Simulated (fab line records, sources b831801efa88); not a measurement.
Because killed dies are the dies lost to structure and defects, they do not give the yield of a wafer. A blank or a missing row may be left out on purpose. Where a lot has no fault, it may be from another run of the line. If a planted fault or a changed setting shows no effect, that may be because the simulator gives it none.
fab line records :: flow gf180mcu :: part 2 of 2: steps 26 to 34 of 34
[record]
  lots = 5
  wafers = 15
  last-day = 34
route steps=602 shown CONTACT@301 M1@315
lots untouched by any fault: they come from a run of this same line in which no faults occurred
start-h: hours from the record's opening day to when the first of the lot's shown wafers began :: wait-h: hours since the lot's step before :: " identical to the entry in the row above :: L1.1+2: a single row standing in for several wafers :: - value missing, or start not given :: * or withheld: withheld :: < > ~ a bound
route shown NAME@n: a module of which the file shows steps, and the number in the route of the first :: usual: mean and standard deviation over wafers with no fault :: same: alike in all rows :: chamber/n: place in a boat :: sites: per-site readings :: _std_site: the standard deviation of these :: _edge_site: inner sites' mean taken away from outer sites' mean :: radius-mm: how far each site lies from the wafer's centre :: mask NAME#n: copy n :: behind: the tool/chamber that last shaped the wafer :: hold: what put the lot on hold/how long, in hours/how the hold closed :: device: which transistor (n, p or np) failed to switch :: end of line: tests run on the same wafers once the route is complete :: step lacking rows: just its recipe :: killed: count of dies lost to structure and defects at first sort (not the wafer's yield) :: map: a wafer's dies, marking killed ones x, the rest . and places with no die _
set.NAME: the run value of the setting; set.NAME@STEP: its run value at that earlier step :: model.NAME: the simulator's own value behind a step, which no gauge read
lots at selected steps of the route; one table per step, one row per wafer
services: when a tool's chamber went out of use (start-h, in hours from the record's first day, below 0 if earlier), for how many hours, and the reason
[[steps]]
[step GF_M1_EXPOSE_11]
[recipe]
  mask-id = Metal1
  target-cd-nm = 230
  na = 0.68
  source-shape = conventional
  sigma-outer = 0.6
  dose-mj = 28
[usual]
  stage-vel-mm-s = 500.1/0.31
lot.wafer: L074.2
tool: krf-scanner-02
chamber: 0
start-h: -
wait-h: -
mask: Metal1#0
stage-vel-mm-s: 500.4

lot.wafer: L074.3
tool: krf-scanner-02
chamber: 0
start-h: -
wait-h: -
mask: Metal1#0
stage-vel-mm-s: 500.4

lot.wafer: L074.4
tool: krf-scanner-02
chamber: 0
start-h: -
wait-h: -
mask: Metal1#0
stage-vel-mm-s: 500.4

lot.wafer: L075.1
tool: krf-scanner-01
chamber: 0
start-h: -
wait-h: -
mask: Metal1#0
stage-vel-mm-s: 500.3

lot.wafer: L075.3
tool: krf-scanner-01
chamber: 0
start-h: -
wait-h: -
mask: Metal1#0
stage-vel-mm-s: 500.1

lot.wafer: L075.6
tool: krf-scanner-01
chamber: 0
start-h: -
wait-h: -
mask: Metal1#0
stage-vel-mm-s: 500.1

lot.wafer: L087.2
tool: krf-scanner-01
chamber: 0
start-h: -
wait-h: -
mask: Metal1#0
stage-vel-mm-s: 499.9

lot.wafer: L087.3
tool: krf-scanner-01
chamber: 0
start-h: -
wait-h: -
mask: Metal1#0
stage-vel-mm-s: 499.4

lot.wafer: L087.6
tool: krf-scanner-01
chamber: 0
start-h: -
wait-h: -
mask: Metal1#0
stage-vel-mm-s: 500.3

lot.wafer: L094.4
tool: krf-scanner-01
chamber: 0
start-h: -
wait-h: -
mask: Metal1#0
stage-vel-mm-s: 500.1

lot.wafer: L094.5
tool: krf-scanner-01
chamber: 0
start-h: -
wait-h: -
mask: Metal1#0
stage-vel-mm-s: 500.0

lot.wafer: L094.6
tool: krf-scanner-01
chamber: 0
start-h: -
wait-h: -
mask: Metal1#0
stage-vel-mm-s: 499.8

lot.wafer: L095.1
tool: krf-scanner-01
chamber: 0
start-h: -
wait-h: -
mask: Metal1#0
stage-vel-mm-s: 500.0

lot.wafer: L095.5
tool: krf-scanner-01
chamber: 0
start-h: -
wait-h: -
mask: Metal1#0
stage-vel-mm-s: 500.1

lot.wafer: L095.6
tool: krf-scanner-01
chamber: 0
start-h: -
wait-h: -
mask: Metal1#0
stage-vel-mm-s: 499.9
[step GF_M1_PEB_12]
[recipe]
  peb-temp-c = 135
  peb-time-s = 90
  resist = KrF
[usual]
  exhaust-pa = 45.0/0.91
lot.wafer: L074.2
tool: litho-track-04
chamber: 0
start-h: -
wait-h: -
exhaust-pa: 43.5

lot.wafer: L074.3
tool: litho-track-04
chamber: 0
start-h: -
wait-h: -
exhaust-pa: 45.5

lot.wafer: L074.4
tool: litho-track-04
chamber: 0
start-h: -
wait-h: -
exhaust-pa: 45.0

lot.wafer: L075.1
tool: litho-track-04
chamber: 0
start-h: -
wait-h: -
exhaust-pa: 44.6

lot.wafer: L075.3
tool: litho-track-04
chamber: 0
start-h: -
wait-h: -
exhaust-pa: 45.0

lot.wafer: L075.6
tool: litho-track-04
chamber: 0
start-h: -
wait-h: -
exhaust-pa: 44.3

lot.wafer: L087.2
tool: litho-track-02
chamber: 0
start-h: -
wait-h: -
exhaust-pa: 45.3

lot.wafer: L087.3
tool: litho-track-02
chamber: 0
start-h: -
wait-h: -
exhaust-pa: 45.4

lot.wafer: L087.6
tool: litho-track-02
chamber: 0
start-h: -
wait-h: -
exhaust-pa: 43.4

lot.wafer: L094.4
tool: litho-track-02
chamber: 0
start-h: -
wait-h: -
exhaust-pa: 44.4

lot.wafer: L094.5
tool: litho-track-02
chamber: 0
start-h: -
wait-h: -
exhaust-pa: 45.1

lot.wafer: L094.6
tool: litho-track-02
chamber: 0
start-h: -
wait-h: -
exhaust-pa: 43.8

lot.wafer: L095.1
tool: litho-track-04
chamber: 0
start-h: -
wait-h: -
exhaust-pa: 46.2

lot.wafer: L095.5
tool: litho-track-04
chamber: 0
start-h: -
wait-h: -
exhaust-pa: 45.4

lot.wafer: L095.6
tool: litho-track-04
chamber: 0
start-h: -
wait-h: -
exhaust-pa: 45.3
[step GF_M1_DEVELOP_13]
[recipe]
  develop-time-s = 60
  dev-temp-c = 21
[usual]
  developer-temp-C = 21.01/0.1
  exhaust-pa = 45.0/0.86
lot.wafer: L074.2
tool: litho-track-04
chamber: 0
start-h: 392.04
wait-h: 0.2
developer-temp-C: 20.94
exhaust-pa: 45.7

lot.wafer: L074.3
tool: litho-track-04
chamber: 0
start-h: 392.04
wait-h: 0.2
developer-temp-C: 20.88
exhaust-pa: 45.3

lot.wafer: L074.4
tool: litho-track-04
chamber: 0
start-h: 392.04
wait-h: 0.2
developer-temp-C: 20.96
exhaust-pa: 45.8

lot.wafer: L075.1
tool: litho-track-04
chamber: 0
start-h: 398.01
wait-h: 0.2
developer-temp-C: 20.99
exhaust-pa: 42.6

lot.wafer: L075.3
tool: litho-track-04
chamber: 0
start-h: 398.01
wait-h: 0.2
developer-temp-C: 20.92
exhaust-pa: 42.4

lot.wafer: L075.6
tool: litho-track-04
chamber: 0
start-h: 398.01
wait-h: 0.2
developer-temp-C: 21.03
exhaust-pa: 43.1

lot.wafer: L087.2
tool: litho-track-02
chamber: 0
start-h: 512.29
wait-h: 0.2
developer-temp-C: 20.99
exhaust-pa: 45.1

lot.wafer: L087.3
tool: litho-track-02
chamber: 0
start-h: 512.29
wait-h: 0.2
developer-temp-C: 21.09
exhaust-pa: 44.7

lot.wafer: L087.6
tool: litho-track-02
chamber: 0
start-h: 512.29
wait-h: 0.2
developer-temp-C: 20.95
exhaust-pa: 44.1

lot.wafer: L094.4
tool: litho-track-02
chamber: 0
start-h: 566.88
wait-h: 0.1
developer-temp-C: 20.98
exhaust-pa: 45.3

lot.wafer: L094.5
tool: litho-track-02
chamber: 0
start-h: 566.88
wait-h: 0.1
developer-temp-C: 21.10
exhaust-pa: 46.4

lot.wafer: L094.6
tool: litho-track-02
chamber: 0
start-h: 566.88
wait-h: 0.1
developer-temp-C: 21.02
exhaust-pa: 46.2

lot.wafer: L095.1
tool: litho-track-04
chamber: 0
start-h: 568.01
wait-h: 0.2
developer-temp-C: 21.04
exhaust-pa: 44.4

lot.wafer: L095.5
tool: litho-track-04
chamber: 0
start-h: 568.01
wait-h: 0.2
developer-temp-C: 21.01
exhaust-pa: 45.3

lot.wafer: L095.6
tool: litho-track-04
chamber: 0
start-h: 568.01
wait-h: 0.2
developer-temp-C: 20.97
exhaust-pa: 45.6
[step GF_M1_CD_MEAS_14]
[recipe]
  target-cd-nm = 230
[usual]
  cd-nm = 230.0/1.4
lot.wafer: L074.2
tool: cd-sem-02
chamber: -
start-h: 392.18
wait-h: 0.1
cd-nm: 230.0

lot.wafer: L074.3
tool: cd-sem-02
chamber: -
start-h: 392.18
wait-h: 0.1
cd-nm: 231.0

lot.wafer: L074.4
tool: cd-sem-02
chamber: -
start-h: 392.18
wait-h: 0.1
cd-nm: 230.6

lot.wafer: L075.1
tool: cd-sem-01
chamber: -
start-h: 398.16
wait-h: 0.1
cd-nm: 229.8

lot.wafer: L075.3
tool: cd-sem-01
chamber: -
start-h: 398.16
wait-h: 0.1
cd-nm: 228.3

lot.wafer: L075.6
tool: cd-sem-01
chamber: -
start-h: 398.16
wait-h: 0.1
cd-nm: 229.8

lot.wafer: L087.2
tool: cd-sem-01
chamber: -
start-h: 512.43
wait-h: 0.1
cd-nm: 231.9

lot.wafer: L087.3
tool: cd-sem-01
chamber: -
start-h: 512.43
wait-h: 0.1
cd-nm: 230.8

lot.wafer: L087.6
tool: cd-sem-01
chamber: -
start-h: 512.43
wait-h: 0.1
cd-nm: 231.6

lot.wafer: L094.4
tool: cd-sem-02
chamber: -
start-h: 567.02
wait-h: 0.1
cd-nm: 230.1

lot.wafer: L094.5
tool: cd-sem-02
chamber: -
start-h: 567.02
wait-h: 0.1
cd-nm: 229.3

lot.wafer: L094.6
tool: cd-sem-02
chamber: -
start-h: 567.02
wait-h: 0.1
cd-nm: 230.6

lot.wafer: L095.1
tool: cd-sem-02
chamber: -
start-h: 568.20
wait-h: 0.2
cd-nm: 229.4

lot.wafer: L095.5
tool: cd-sem-02
chamber: -
start-h: 568.20
wait-h: 0.2
cd-nm: 227.6

lot.wafer: L095.6
tool: cd-sem-02
chamber: -
start-h: 568.20
wait-h: 0.2
cd-nm: 229.1
[step GF_M1_OVL_MEAS_15]
[usual]
  M1_OVL = 6/5.2
lot.wafer: L074.2
tool: overlay-02
chamber: -
start-h: 392.29
wait-h: 0.1
M1_OVL[nm]: 10

lot.wafer: L074.3
tool: overlay-02
chamber: -
start-h: 392.29
wait-h: 0.1
M1_OVL[nm]: 3

lot.wafer: L074.4
tool: overlay-02
chamber: -
start-h: 392.29
wait-h: 0.1
M1_OVL[nm]: 12

lot.wafer: L075.1
tool: overlay-02
chamber: -
start-h: 398.28
wait-h: 0.1
M1_OVL[nm]: 6

lot.wafer: L075.3
tool: overlay-02
chamber: -
start-h: 398.28
wait-h: 0.1
M1_OVL[nm]: 4

lot.wafer: L075.6
tool: overlay-02
chamber: -
start-h: 398.28
wait-h: 0.1
M1_OVL[nm]: 5

lot.wafer: L087.2
tool: overlay-01
chamber: -
start-h: 512.54
wait-h: 0.1
M1_OVL[nm]: 4

lot.wafer: L087.3
tool: overlay-01
chamber: -
start-h: 512.54
wait-h: 0.1
M1_OVL[nm]: 7

lot.wafer: L087.6
tool: overlay-01
chamber: -
start-h: 512.54
wait-h: 0.1
M1_OVL[nm]: 14

lot.wafer: L094.4
tool: overlay-01
chamber: -
start-h: 567.10
wait-h: 0.1
M1_OVL[nm]: 6

lot.wafer: L094.5
tool: overlay-01
chamber: -
start-h: 567.10
wait-h: 0.1
M1_OVL[nm]: 8

lot.wafer: L094.6
tool: overlay-01
chamber: -
start-h: 567.10
wait-h: 0.1
M1_OVL[nm]: 5

lot.wafer: L095.1
tool: overlay-01
chamber: -
start-h: 568.32
wait-h: 0.1
M1_OVL[nm]: 6

lot.wafer: L095.5
tool: overlay-01
chamber: -
start-h: 568.32
wait-h: 0.1
M1_OVL[nm]: 5

lot.wafer: L095.6
tool: overlay-01
chamber: -
start-h: 568.32
wait-h: 0.1
M1_OVL[nm]: 11
[step GF_M1_METAL_ETCH_16]
[recipe]
  chemistry = Cl2/BCl3
  mask-material = KrF
  target-depth-nm = 627.5
  stop-on = SiO2
  pressure-mtorr = 8
  icp-w = 800
  bias-w = 140
  Cl2_flow_sccm = 80
  bcl3-flow-sccm = 40
  time-s = 104.6
[usual]
  drypump-motor-current-A = 5.64/0.2
  he-backside-leak-sccm = 3.35/0.29
  oes-product-au = 0.970/0.0062
  throttle-valve-pct = 28.251/0.011
lot.wafer: L074.2
tool: rie-metal-01
chamber: 1
start-h: 392.32
wait-h: 0.0
drypump-motor-current-A: 5.76
he-backside-leak-sccm: 3.34
oes-product-au: 0.980
rf-hours-counter-h: 6.4
throttle-valve-pct: 28.243

lot.wafer: L074.3
tool: rie-metal-01
chamber: 1
start-h: 392.32
wait-h: 0.0
drypump-motor-current-A: 5.78
he-backside-leak-sccm: 3.33
oes-product-au: 0.972
rf-hours-counter-h: -
throttle-valve-pct: 28.250

lot.wafer: L074.4
tool: rie-metal-01
chamber: 0
start-h: 392.32
wait-h: 0.0
drypump-motor-current-A: 5.75
he-backside-leak-sccm: 3.10
oes-product-au: 0.970
rf-hours-counter-h: -
throttle-valve-pct: 28.256

lot.wafer: L075.1
tool: rie-metal-04
chamber: 1
start-h: 398.32
wait-h: 0.0
drypump-motor-current-A: 5.78
he-backside-leak-sccm: 3.33
oes-product-au: 0.968
rf-hours-counter-h: 6.1
throttle-valve-pct: 28.252

lot.wafer: L075.3
tool: rie-metal-04
chamber: 1
start-h: 398.32
wait-h: 0.0
drypump-motor-current-A: 5.77
he-backside-leak-sccm: 3.36
oes-product-au: 0.964
rf-hours-counter-h: -
throttle-valve-pct: 28.242

lot.wafer: L075.6
tool: rie-metal-04
chamber: 0
start-h: 398.32
wait-h: 0.0
drypump-motor-current-A: 5.24
he-backside-leak-sccm: 3.36
oes-product-au: 0.971
rf-hours-counter-h: -
throttle-valve-pct: 28.256

lot.wafer: L087.2
tool: rie-metal-01
chamber: 0
start-h: 512.57
wait-h: 0.0
drypump-motor-current-A: 5.73
he-backside-leak-sccm: 3.22
oes-product-au: 0.963
rf-hours-counter-h: 6.3
throttle-valve-pct: 28.273

lot.wafer: L087.3
tool: rie-metal-01
chamber: 0
start-h: 512.57
wait-h: 0.0
drypump-motor-current-A: 5.73
he-backside-leak-sccm: 3.18
oes-product-au: 0.970
rf-hours-counter-h: -
throttle-valve-pct: 28.254

lot.wafer: L087.6
tool: rie-metal-01
chamber: 0
start-h: 512.57
wait-h: 0.0
drypump-motor-current-A: 5.73
he-backside-leak-sccm: 3.18
oes-product-au: 0.966
rf-hours-counter-h: -
throttle-valve-pct: 28.252

lot.wafer: L094.4
tool: rie-metal-01
chamber: 1
start-h: 567.15
wait-h: 0.0
drypump-motor-current-A: 5.76
he-backside-leak-sccm: 3.16
oes-product-au: 0.973
rf-hours-counter-h: -
throttle-valve-pct: 28.239

lot.wafer: L094.5
tool: rie-metal-01
chamber: 0
start-h: 567.15
wait-h: 0.0
drypump-motor-current-A: 5.72
he-backside-leak-sccm: 3.42
oes-product-au: 0.969
rf-hours-counter-h: -
throttle-valve-pct: 28.248

lot.wafer: L094.6
tool: rie-metal-01
chamber: 1
start-h: 567.15
wait-h: 0.0
drypump-motor-current-A: 5.78
he-backside-leak-sccm: 3.20
oes-product-au: 0.978
rf-hours-counter-h: -
throttle-valve-pct: 28.244

lot.wafer: L095.1
tool: rie-metal-04
chamber: 1
start-h: 568.36
wait-h: 0.0
drypump-motor-current-A: 5.78
he-backside-leak-sccm: 3.55
oes-product-au: 0.968
rf-hours-counter-h: 10.1
throttle-valve-pct: 28.256

lot.wafer: L095.5
tool: rie-metal-04
chamber: 1
start-h: 568.36
wait-h: 0.0
drypump-motor-current-A: 5.77
he-backside-leak-sccm: 3.48
oes-product-au: 0.966
rf-hours-counter-h: -
throttle-valve-pct: 28.254

lot.wafer: L095.6
tool: rie-metal-04
chamber: 0
start-h: 568.36
wait-h: 0.0
drypump-motor-current-A: 5.23
he-backside-leak-sccm: 3.33
oes-product-au: 0.973
rf-hours-counter-h: -
throttle-valve-pct: 28.249
[step GF_M1_STRIP_17]
[recipe]
  chemistry = O2/N2
  power-w = 1400
  pressure-mtorr = 1500
  platen-temp-c = 250
  o2-flow-sccm = 3000
  n2-flow-sccm = 300
  overash-fraction = 0.5
[usual]
  drypump-motor-current-A = 5.7/0.39
  heater-power-w = 331/23
  oes-product-au = 0.558/0.005
  platen-temp-c = 249.98/0.16
  strip-time-to-endpoint-s = 7.88/0.053
lot.wafer: L074.2
tool: plasma-asher-04
chamber: 0
start-h: 392.43
wait-h: 0.1
drypump-motor-current-A: 5.2
heater-power-w: 339
oes-product-au: 0.547
platen-temp-c: 249.93
rf-hours-counter-h: 73
strip-time-to-endpoint-s: 7.82

lot.wafer: L074.3
tool: plasma-asher-04
chamber: 0
start-h: 392.43
wait-h: 0.1
drypump-motor-current-A: 5.2
heater-power-w: 322
oes-product-au: 0.565
platen-temp-c: 250.02
rf-hours-counter-h: -
strip-time-to-endpoint-s: 7.88

lot.wafer: L074.4
tool: plasma-asher-04
chamber: 1
start-h: 392.43
wait-h: 0.1
drypump-motor-current-A: 5.8
heater-power-w: 363
oes-product-au: 0.551
platen-temp-c: 249.76
rf-hours-counter-h: -
strip-time-to-endpoint-s: 7.82

lot.wafer: L075.1
tool: plasma-asher-02
chamber: 0
start-h: 398.43
wait-h: 0.1
drypump-motor-current-A: 6.3
heater-power-w: 296
oes-product-au: 0.567
platen-temp-c: 250.04
rf-hours-counter-h: 76
strip-time-to-endpoint-s: 7.93

lot.wafer: L075.3
tool: plasma-asher-02
chamber: 1
start-h: 398.43
wait-h: 0.1
drypump-motor-current-A: 6.2
heater-power-w: 288
oes-product-au: 0.554
platen-temp-c: 249.69
rf-hours-counter-h: -
strip-time-to-endpoint-s: 7.89

lot.wafer: L075.6
tool: plasma-asher-02
chamber: 0
start-h: 398.43
wait-h: 0.1
drypump-motor-current-A: 6.3
heater-power-w: 299
oes-product-au: 0.567
platen-temp-c: 250.02
rf-hours-counter-h: -
strip-time-to-endpoint-s: 7.95

lot.wafer: L087.2
tool: plasma-asher-04
chamber: 0
start-h: 512.72
wait-h: 0.1
drypump-motor-current-A: 5.2
heater-power-w: 321
oes-product-au: 0.547
platen-temp-c: 250.10
rf-hours-counter-h: 87
strip-time-to-endpoint-s: 7.78

lot.wafer: L087.3
tool: plasma-asher-04
chamber: 1
start-h: 512.72
wait-h: 0.1
drypump-motor-current-A: 5.7
heater-power-w: 357
oes-product-au: 0.553
platen-temp-c: 249.75
rf-hours-counter-h: -
strip-time-to-endpoint-s: 7.78

lot.wafer: L087.6
tool: plasma-asher-04
chamber: 1
start-h: 512.72
wait-h: 0.1
drypump-motor-current-A: 5.7
heater-power-w: 355
oes-product-au: 0.546
platen-temp-c: 249.90
rf-hours-counter-h: -
strip-time-to-endpoint-s: 7.76

lot.wafer: L094.4
tool: plasma-asher-04
chamber: 0
start-h: 567.26
wait-h: 0.1
drypump-motor-current-A: 5.2
heater-power-w: 326
oes-product-au: 0.558
platen-temp-c: 249.91
rf-hours-counter-h: -
strip-time-to-endpoint-s: 7.89

lot.wafer: L094.5
tool: plasma-asher-04
chamber: 1
start-h: 567.26
wait-h: 0.1
drypump-motor-current-A: 5.7
heater-power-w: 358
oes-product-au: 0.558
platen-temp-c: 249.81
rf-hours-counter-h: -
strip-time-to-endpoint-s: 7.82

lot.wafer: L094.6
tool: plasma-asher-04
chamber: 0
start-h: 567.26
wait-h: 0.1
drypump-motor-current-A: 5.2
heater-power-w: 335
oes-product-au: 0.558
platen-temp-c: 249.87
rf-hours-counter-h: -
strip-time-to-endpoint-s: 7.94

lot.wafer: L095.1
tool: plasma-asher-04
chamber: 0
start-h: 568.47
wait-h: 0.1
drypump-motor-current-A: 5.2
heater-power-w: 327
oes-product-au: 0.560
platen-temp-c: 249.98
rf-hours-counter-h: 93
strip-time-to-endpoint-s: 7.94

lot.wafer: L095.5
tool: plasma-asher-04
chamber: 1
start-h: 568.47
wait-h: 0.1
drypump-motor-current-A: 5.7
heater-power-w: 359
oes-product-au: 0.570
platen-temp-c: 249.73
rf-hours-counter-h: -
strip-time-to-endpoint-s: 7.90

lot.wafer: L095.6
tool: plasma-asher-04
chamber: 0
start-h: 568.47
wait-h: 0.1
drypump-motor-current-A: 5.2
heater-power-w: 330
oes-product-au: 0.557
platen-temp-c: 249.97
rf-hours-counter-h: -
strip-time-to-endpoint-s: 7.87
[step GF_M1_STRIP_18]
[recipe]
  chemistry = post-etch-residue-remover
  time-s = 1200
  temp-c = 72.5
[usual]
  bath-heat-duty-pct = 14.2/1.6
lot.wafer: L074.2
tool: wet-bench-03
chamber: 3
start-h: 392.53
wait-h: 0.1
bath-heat-duty-pct: 13.2

lot.wafer: L074.3
tool: wet-bench-03
chamber: 3
start-h: 392.53
wait-h: 0.1
bath-heat-duty-pct: 11.7

lot.wafer: L074.4
tool: wet-bench-03
chamber: 3
start-h: 392.53
wait-h: 0.1
bath-heat-duty-pct: 12.2

lot.wafer: L075.1
tool: wet-bench-02
chamber: 0
start-h: 398.53
wait-h: 0.1
bath-heat-duty-pct: 16.5

lot.wafer: L075.3
tool: wet-bench-02
chamber: 0
start-h: 398.53
wait-h: 0.1
bath-heat-duty-pct: 16.4

lot.wafer: L075.6
tool: wet-bench-02
chamber: 0
start-h: 398.53
wait-h: 0.1
bath-heat-duty-pct: 16.7

lot.wafer: L087.2
tool: wet-bench-02
chamber: 1
start-h: 512.82
wait-h: 0.1
bath-heat-duty-pct: 14.3

lot.wafer: L087.3
tool: wet-bench-02
chamber: 1
start-h: 512.82
wait-h: 0.1
bath-heat-duty-pct: 13.5

lot.wafer: L087.6
tool: wet-bench-02
chamber: 1
start-h: 512.82
wait-h: 0.1
bath-heat-duty-pct: 11.8

lot.wafer: L094.4
tool: wet-bench-02
chamber: 1
start-h: 567.33
wait-h: 0.0
bath-heat-duty-pct: 14.5

lot.wafer: L094.5
tool: wet-bench-02
chamber: 1
start-h: 567.33
wait-h: 0.0
bath-heat-duty-pct: 14.2

lot.wafer: L094.6
tool: wet-bench-02
chamber: 1
start-h: 567.33
wait-h: 0.0
bath-heat-duty-pct: 13.6

lot.wafer: L095.1
tool: wet-bench-03
chamber: 1
start-h: 568.57
wait-h: 0.1
bath-heat-duty-pct: 15.7

lot.wafer: L095.5
tool: wet-bench-03
chamber: 1
start-h: 568.57
wait-h: 0.1
bath-heat-duty-pct: 14.4

lot.wafer: L095.6
tool: wet-bench-03
chamber: 1
start-h: 568.57
wait-h: 0.1
bath-heat-duty-pct: 14.3
[step GF_M1_CLEAN_19]
[recipe]
  chemistry = DIW
  dry = n2-spin
lot.wafer: L074.2+3+4
tool: wet-bench-02
chamber: 2
start-h: 392.90
wait-h: 0.0

lot.wafer: L075.1+3+6
tool: wet-bench-01
chamber: 0
start-h: 398.87
wait-h: 0.0

lot.wafer: L087.2+3+6
tool: wet-bench-01
chamber: 3
start-h: 513.19
wait-h: 0.0

lot.wafer: L094.4+5+6
tool: wet-bench-01
chamber: 2
start-h: 568.07
wait-h: 0.0

lot.wafer: L095.1+5+6
tool: wet-bench-02
chamber: 3
start-h: 568.91
wait-h: 0.0
[[services]]
tool: krf-scanner-01
chamber: -
start-h: 353.52
hours: 0.3
kind: repair

tool: plasma-asher-04
chamber: -
start-h: 354.98
hours: 4.9
kind: repair

tool: rie-diel-04
chamber: 1
start-h: 361.13
hours: 2.8
kind: repair

tool: pvd-sputter-04
chamber: -
start-h: 371.38
hours: 35.5
kind: repair

tool: pvd-sputter-01
chamber: -
start-h: 377.00
hours: 3.3
kind: repair

tool: pvd-sputter-01
chamber: -
start-h: 390.13
hours: 3.4
kind: repair

tool: krf-scanner-01
chamber: -
start-h: 390.26
hours: 2.6
kind: repair

tool: krf-scanner-01
chamber: -
start-h: 397.62
hours: 3.6
kind: pm

tool: krf-scanner-01
chamber: -
start-h: 401.18
hours: 1.3
kind: pm

tool: krf-scanner-01
chamber: -
start-h: 402.48
hours: 1.0
kind: pm

tool: pvd-sputter-03
chamber: -
start-h: 406.52
hours: 2.6
kind: repair

tool: pvd-sputter-04
chamber: -
start-h: 453.25
hours: 3.9
kind: repair

tool: rie-diel-04
chamber: 0
start-h: 474.89
hours: 6.3
kind: repair

tool: rie-diel-02
chamber: -
start-h: 478.33
hours: 2.8
kind: pm

tool: rie-diel-04
chamber: 1
start-h: 481.97
hours: 15.7
kind: repair

tool: krf-scanner-01
chamber: -
start-h: 489.29
hours: 0.8
kind: pm

tool: rie-diel-04
chamber: -
start-h: 492.77
hours: 0.6
kind: repair

tool: rie-diel-02
chamber: 2
start-h: 493.54
hours: 9.2
kind: repair

tool: pvd-sputter-03
chamber: -
start-h: 495.87
hours: 2.6
kind: repair

tool: pvd-sputter-01
chamber: -
start-h: 512.83
hours: 7.4
kind: repair

tool: pvd-sputter-04
chamber: -
start-h: 516.07
hours: 3.1
kind: repair

tool: pvd-sputter-03
chamber: -
start-h: 530.80
hours: 7.7
kind: repair

tool: pvd-sputter-01
chamber: -
start-h: 531.37
hours: 2.5
kind: repair

tool: pvd-sputter-03
chamber: -
start-h: 553.62
hours: 14.8
kind: repair
